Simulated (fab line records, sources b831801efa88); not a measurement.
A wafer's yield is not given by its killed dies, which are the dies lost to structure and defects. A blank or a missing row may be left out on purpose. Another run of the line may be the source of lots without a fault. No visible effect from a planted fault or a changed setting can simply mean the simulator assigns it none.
The tool behind it: which one?    flow sky130    35 wafers from 12 lots sampled at 5 of the route's 708 steps

## WHAT THE GAUGES SHOWED, per wafer
SKY_VIA2_THK_MEAS_01. Usual: for VIA2_HDPCVD_THK the level is 1179 nm and the standard deviation is 19.
lot   measured      on             VIA2_HDPCVD_THK (nm)  flag
L803  day 34 19:11  film_metro-01  1203 1165 1188        
L807  day 37 01:28  film_metro-04  1185 1191 1154        
L808  day 37 02:19  film_metro-02  1197 1175 1204        
L814  day 38 19:08  film_metro-02  1212 1179             
L816  day 39 03:49  film_metro-04  1174 1165 1163        
L818  day 39 08:05  film_metro-04  1191 1179 1166        
L819  day 39 11:29  film_metro-02  1204 1170 1206        
L821  day 40 06:13  film_metro-01  1181 1190 1185        
L822  day 40 19:38  film_metro-04  1184 1179 1162        
L823  day 41 08:53  film_metro-02  1178 1184 1198        
L824  day 41 10:31  film_metro-02  1168 1146 1160        
L826  day 41 13:28  film_metro-02  1179 1188 1172        

SKY_VIA4_THK_MEAS_01. Usual: for VIA4_HDPCVD_THK the level is 1736 nm and the standard deviation is 31.
lot   measured      on             VIA4_HDPCVD_THK (nm)  flag
L803  day 41 09:45  film_metro-04  1714 1754 1725        
L807  day 43 12:52  film_metro-02  1716 1687 1757        
L808  day 43 13:41  film_metro-04  1759 1783 1724        
L814  day 44 19:09  film_metro-01  1768 1295             OFF
L816  day 45 03:13  film_metro-04  1687 1704 1297        OFF
L818  day 45 10:56  film_metro-04  1765 1732 1732        
L819  day 45 14:44  film_metro-01  1750 1735 1747        
L821  day 46 01:03  film_metro-02  1739 1732 1719        
L822  day 46 15:37  film_metro-02  1725 1753 1742        
L823  day 47 07:17  film_metro-02  1773 1764 1767        
L824  day 47 08:42  film_metro-02  1732 1712 1721        
L826  day 47 12:02  film_metro-02  1726 1729 1731        

## TOOL THAT RAN EACH LOT (tool first, then ch and the chambers of the sampled wafers, then the start)
lot   SKY_VIA1_STRIP_16                     SKY_METAL2_DESCUM_17               SKY_VIA4_HDPCVD_00
L803  plasma_asher-03 ch 0,1, day 33 14:21  rie_metal-01 ch 0,1, day 34 18:17  hdpcvd-01 ch 1,2, day 41 09:34
L807  plasma_asher-03 ch 0,1, day 35 21:30  rie_metal-01 ch 0,1, day 37 00:28  hdpcvd-01 ch 0,1,2, day 43 12:40
L808  plasma_asher-03 ch 0,1, day 35 22:13  rie_metal-01 ch 0,1, day 37 01:25  hdpcvd-02 ch 0,1,2, day 43 13:31
L814  plasma_asher-04 ch 0,1, day 37 14:53  rie_metal-01 ch 0, day 38 18:07    hdpcvd-01 ch 0, day 44 18:57
L816  plasma_asher-02 ch 0,1, day 38 00:31  rie_metal-01 ch 0,1, day 39 02:46  hdpcvd-01 ch 0,2, day 45 03:02
L818  plasma_asher-02 ch 0,1, day 38 03:49  rie_metal-01 ch 0,1, day 39 07:08  hdpcvd-02 ch 0,1, day 45 10:45
L819  plasma_asher-03 ch 0,1, day 38 08:00  rie_metal-02 ch 1, day 39 10:21    hdpcvd-02 ch 1,2, day 45 14:32
L821  plasma_asher-03 ch 0,1, day 39 03:51  rie_metal-02 ch 1, day 40 05:05    hdpcvd-02 ch 0,1,2, day 46 00:52
L822  plasma_asher-04 ch 0,1, day 39 18:09  rie_metal-03 ch 0, day 40 18:31    hdpcvd-02 ch 1,2, day 46 15:26
L823  plasma_asher-02 ch 0,1, day 40 06:15  rie_metal-03 ch 0,1, day 41 07:59  hdpcvd-02 ch 1,2, day 47 07:06
L824  plasma_asher-04 ch 0,1, day 40 07:48  rie_metal-03 ch 1, day 41 09:36    hdpcvd-02 ch 0,2, day 47 08:31
L826  plasma_asher-02 ch 0,1, day 40 10:34  rie_metal-01 ch 0,1, day 41 12:32  hdpcvd-02 ch 1,2, day 47 11:51
- SKY_VIA1_STRIP_16: strips in O2/N2.
- SKY_METAL2_DESCUM_17: chemistry O2, time 8 s.
- SKY_VIA4_HDPCVD_00: deposits SiO2, target thk 1750 nm, time 291.7 s.

## WHAT THE TOOLS THEMSELVES READ (means of the sampled wafers that have a number; where no wafer has one, the mark that the record gives instead)
SKY_VIA1_STRIP_16. Usual: drypump_motor_current_A 5.8 A, standard deviation 0.52; oes_product_au 0.415 a.u., standard deviation 0.0049; strip_time_to_endpoint_s 4.468 s, standard deviation 0.028.
lot   tool             drypump_motor_current_A (A)  oes_product_au (a.u.)  strip_time_to_endpoint_s (s)  flag
L803  plasma_asher-03  5.9                          0.417                  4.486                         
L807  plasma_asher-03  5.9                          0.411                  4.478                         
L808  plasma_asher-03  5.9                          0.417                  4.472                         
L814  plasma_asher-04  5.8                          0.418                  4.511                         
L816  plasma_asher-02  5.7                          0.414                  4.468                         
L818  plasma_asher-02  5.6                          0.417                  4.471                         
L819  plasma_asher-03  5.9                          0.411                  4.432                         
L821  plasma_asher-03  6.1                          0.416                  4.464                         
L822  plasma_asher-04  6.1                          0.421                  4.480                         
L823  plasma_asher-02  5.7                          0.416                  4.478                         
L824  plasma_asher-04  6.1                          0.417                  4.492                         
L826  plasma_asher-02  5.7                          0.416                  4.482                         

SKY_METAL2_DESCUM_17. Usual: drypump_motor_current_A 6.0 A, standard deviation 0.4; he_backside_leak_sccm 3.35 sccm, standard deviation 0.2; oes_product_au 1.000 a.u., standard deviation 0.015.
lot   tool          drypump_motor_current_A (A)  he_backside_leak_sccm (sccm)  oes_product_au (a.u.)  flag
L803  rie_metal-01  6.4                          3.49                          1.007                  
L807  rie_metal-01  6.4                          3.19                          1.002                  
L808  rie_metal-01  6.2                          3.37                          0.978                  
L814  rie_metal-01  6.0                          3.49                          0.985                  
L816  rie_metal-01  6.4                          3.22                          1.017                  
L818  rie_metal-01  6.4                          3.25                          1.010                  
L819  rie_metal-02  5.6                          3.53                          0.998                  
L821  rie_metal-02  5.6                          3.39                          0.984                  
L822  rie_metal-03  5.8                          3.53                          1.008                  
L823  rie_metal-03  6.0                          3.48                          1.014                  
L824  rie_metal-03  6.5                          3.00                          1.019                  
L826  rie_metal-01  6.4                          3.30                          0.999                  

## THE ANSWER, worked out from the rows above alone
Rule: lot off if the mean of its wafers having a number is beyond 3 standard deviations from the usual mean. A lot without any number at a reading at which 4 lots or more have one is off too. The other lots that the step has rows for count as sound. Order of review: gauges by route order, followed by the tools' own readings, for which a lot's mean as printed above is used. At the first step where some lot is off, the reading lying furthest off is the one used; lots without a number count as furthest.
Off: L814, L816, seen at SKY_VIA4_THK_MEAS_01 (VIA4_HDPCVD_THK).
If a tool, at a process step before that reading, ran all the lots that are off and no sound lot after the first of them, it fits. Gauges at SKY_VIA4_THK_MEAS_01: tried the same way as those tools. One candidate fits, namely hdpcvd-01 at SKY_VIA4_HDPCVD_00. A fault onset in the window from L807 (day 43 12:40, its last sound lot) to L814 (day 44 18:57, its first lot off) fits.

## WHAT WAS PUT IN BY THE SIMULATOR
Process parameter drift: hdpcvd-01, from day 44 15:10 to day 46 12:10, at SKY_VIA4_HDPCVD_00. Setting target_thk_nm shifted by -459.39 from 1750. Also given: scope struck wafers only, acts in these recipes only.
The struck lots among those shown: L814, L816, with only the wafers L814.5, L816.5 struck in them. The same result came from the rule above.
